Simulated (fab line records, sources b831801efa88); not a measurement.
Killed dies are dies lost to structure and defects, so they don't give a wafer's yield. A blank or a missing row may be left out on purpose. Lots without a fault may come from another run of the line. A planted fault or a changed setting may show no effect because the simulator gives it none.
A struck lot beside a sound one | flow sfq_line | 42 steps out of a route of 325
Sound: wafers L559.2, L559.4, L559.6. Struck: wafer L567.1. (L567.5, L567.6 of the same lot were not struck and are left out.) The cause comes at the end.
At each step with rows: each side's tool, then ch and its chambers, then its first start. Under that, the readings that differ: sound wafers | struck wafers | difference of the means | sigmas: that difference in standard deviations of wafers without a fault.
alike: readings whose means differ by less than 2 such deviations, and words and numbers that are the same on both sides. not compared: withheld readings, readings that some wafer has no value for, bounds like >300 that may hide the same value, and numbers for which the record gives no deviation and whose values overlap.
The two part at a step that has a row with sigmas, a row that says differs or no value, or rows on one side only. Numbers that don't overlap but have no deviation are shown without sigmas and don't part them. A reading that every wafer of one side lacks parts them only if that side has two wafers or more.

first, 6 steps without rows for these wafers: SFQ_TRILAYER_I2_VIA_LITHO_COAT_072 (resist thk 62 nm); SFQ_TRILAYER_I2_VIA_LITHO_COAT_067 (resist thk 650 nm); SFQ_TRILAYER_I2_VIA_LITHO_SOFTBAKE_071; SFQ_TRILAYER_I2_VIA_LITHO_EXPOSE_068 (exposes mask I2, target cd 500 nm); SFQ_TRILAYER_I2_VIA_LITHO_PEB_070 (peb time 60 s); SFQ_TRILAYER_I2_VIA_LITHO_DEVELOP_069 (time 60 s).
SFQ_I2_OVL_MEAS_918:
  sound on overlay-01, day 40 05:49; struck on overlay-02, day 43 03:58
  alike: I2_OVL
then, 2 steps without rows for these wafers: SFQ_TRILAYER_I2_VIA_BARC_OPEN_VIA_ETCH_096 (etches BARC in O2, target depth 125 nm, time 41.7 s); SFQ_TRILAYER_I2_VIA_ETCH_VIA_ETCH_070 (etches SiO2 in CHF3, stops on Nb, target depth 260 nm).
SFQ_TRILAYER_I2_VIA_STRIP_STRIP_071: strips in O2.
  sound on rie_metal-03 ch 0,1, day 40 05:59; struck on rie_metal-02 ch 1, day 43 04:09
  alike: drypump_motor_current_A, oes_product_au
  not compared: rf_hours_counter_h
then, 2 steps without rows for these wafers: SFQ_TRILAYER_I2_VIA_STRIP_SOLV_CLEAN_072 (cleans in NMP, time 600 s); SFQ_TRILAYER_M3_DEP_PRE_CLEAN_074 (time 22.5 s).
SFQ_TRILAYER_M3_DEP_SPUTTER_073: material Nb, target thk 200 nm, time 133.3 s.
  sound on pvd_sputter-03, day 40 06:47; struck on pvd_sputter-04, day 43 04:57
  reading                                             | sound           | struck | difference | sigmas
  model.Nb_of_TRILAYER_M3_DEP_SPUTTER_073.thk_nm (nm) | 197.1 199 200.1 | 100.8  | -97.9      |
  alike: resputter_cathode_voltage_v, throttle_valve_pct
SFQ_M3_RS_MEAS_919: measures by four-point-probe.
  sound on film_metro-01, day 40 06:54; struck on film_metro-01, day 43 05:02
  reading           | sound             | struck | difference | sigmas
  M3_NB_RS (ohm/sq) | 0.900 0.894 0.889 | 1.784  | +0.890     | +81
then, 6 steps without rows for these wafers: SFQ_TRILAYER_M3_LITHO_COAT_080 (resist thk 62 nm); SFQ_TRILAYER_M3_LITHO_COAT_075 (resist thk 600 nm); SFQ_TRILAYER_M3_LITHO_SOFTBAKE_079; SFQ_TRILAYER_M3_LITHO_EXPOSE_076 (exposes mask M3, target cd 500 nm); SFQ_TRILAYER_M3_LITHO_PEB_078 (peb time 60 s); SFQ_TRILAYER_M3_LITHO_DEVELOP_077 (time 60 s).
SFQ_M3_OVL_MEAS_921:
  sound on overlay-01, day 40 18:30; struck on overlay-01, day 43 07:28
  alike: M3_OVL
then, 1 step without rows for these wafers: SFQ_TRILAYER_M3_BARC_OPEN_METAL_ETCH_100 (etches BARC in O2, target depth 125 nm, time 41.7 s).
SFQ_TRILAYER_M3_ETCH_METAL_ETCH_078: etches Nb in Cl2/Ar, stops on SiO2, target depth 240 nm, time 120 s.
  sound on rie_metal-04 ch 0,1, day 40 18:35; struck on rie_metal-03 ch 1, day 43 07:34
  reading                     | sound             | struck | difference | sigmas
  drypump_motor_current_A (A) | 4.9 5.4 5.4       | 6.2    | +1.0       | +2
  oes_product_au (a.u.)       | 0.887 0.889 0.896 | 0.650  | -0.241     | -30
  not compared: rf_hours_counter_h
then, 2 steps without rows for these wafers: SFQ_TRILAYER_M3_STRIP_STRIP_079 (strips in O2); SFQ_TRILAYER_M3_STRIP_SOLV_CLEAN_080 (cleans in NMP, time 600 s).
SFQ_TRILAYER_I3_DEP_PECVD_081: deposits SiO2 from SiH4/N2O, time 108.9 s, target thk 500 nm.
  sound on pecvd-03 ch 1, day 40 19:29; struck on pecvd-01 ch 2, day 43 08:28
  reading                | sound          | struck | difference | sigmas
  throttle_valve_pct (%) | 26.4 26.3 26.4 | 24.1   | -2.3       | -2
  alike: heater_power_w
SFQ_TRILAYER_I3_CMP_CMP_082: polishes SiO2.
  sound on cmp-01 ch 1,3, day 41 01:35; struck on cmp-02 ch 3, day 43 10:08
  reading                | sound       | struck | difference | sigmas
  time_to_endpoint_s (s) | 208 222 217 | 190    | -26        | -3
  alike: motor_current_A
SFQ_I3_BOW_MEAS_922:
  sound on film_metro-01, day 41 04:07; struck on film_metro-01, day 43 11:38
  alike: I3_BOW
SFQ_TRILAYER_I3_METRO_MEASURE_083:
  sound on film_metro-01, day 41 04:25; struck on film_metro-01, day 43 11:45
  alike: thk_nm
then, 6 steps without rows for these wafers: SFQ_TRILAYER_I3_VIA_LITHO_COAT_090 (resist thk 62 nm); SFQ_TRILAYER_I3_VIA_LITHO_COAT_085 (resist thk 650 nm); SFQ_TRILAYER_I3_VIA_LITHO_SOFTBAKE_089; SFQ_TRILAYER_I3_VIA_LITHO_EXPOSE_086 (exposes mask I3, target cd 500 nm); SFQ_TRILAYER_I3_VIA_LITHO_PEB_088 (peb time 60 s); SFQ_TRILAYER_I3_VIA_LITHO_DEVELOP_087 (time 60 s).
-- the record jumps here: 6 days lie between the struck wafers' starts before and after --
SFQ_I3_OVL_MEAS_923:
  sound on overlay-02, day 46 16:13; struck on overlay-02, day 49 11:19
  alike: I3_OVL
SFQ_TRILAYER_I3_VIA_BARC_OPEN_VIA_ETCH_121: etches BARC in O2, target depth 125 nm, time 41.7 s.
  sound on rie_diel-02 ch 0,2, day 46 16:15; struck on rie_diel-03 ch 1, day 49 11:22
  alike: drypump_motor_current_A, oes_product_au
  not compared: rf_hours_counter_h
then, 4 steps without rows for these wafers: SFQ_TRILAYER_I3_VIA_ETCH_VIA_ETCH_088 (etches SiO2 in CHF3, stops on Nb, target depth 260 nm); SFQ_TRILAYER_I3_VIA_STRIP_STRIP_089 (strips in O2); SFQ_TRILAYER_I3_VIA_STRIP_SOLV_CLEAN_090 (cleans in NMP, time 600 s); SFQ_TRILAYER_M4_DEP_PRE_CLEAN_092 (time 22.5 s).
-- the record jumps here: 42 days lie between the struck wafers' starts before and after --
SFQ_M8_BOW_MEAS_951:
  sound on film_metro-03, day 83 16:36; struck on film_metro-04, day 91 09:19
  reading                 | sound                | struck | difference | sigmas
  model.etest.m3.ohm_um   | 1.802 1.781 1.776    | 3.519  | +1.733     |
  model.etest.i2.link_ohm | 1.971 1.966 1.971    | 3.038  | +1.069     |
  model.etest.m3.ohm_sq   | 0.9026 0.8941 0.8893 | 1.766  | +0.871     |
  model.etest.i3.link_ohm | 1.98 1.973 1.977     | 2.835  | +0.858     |
  alike: M8_BOW

WHERE THEY PART
First at SFQ_M3_RS_MEAS_919; last, within this record, at SFQ_TRILAYER_I3_CMP_CMP_082. Later steps at which nothing parts them and some readings are alike: SFQ_I3_BOW_MEAS_922, SFQ_TRILAYER_I3_METRO_MEASURE_083, SFQ_I3_OVL_MEAS_923, SFQ_TRILAYER_I3_VIA_BARC_OPEN_VIA_ETCH_121, SFQ_M8_BOW_MEAS_951.

WHY: what the simulator had put in
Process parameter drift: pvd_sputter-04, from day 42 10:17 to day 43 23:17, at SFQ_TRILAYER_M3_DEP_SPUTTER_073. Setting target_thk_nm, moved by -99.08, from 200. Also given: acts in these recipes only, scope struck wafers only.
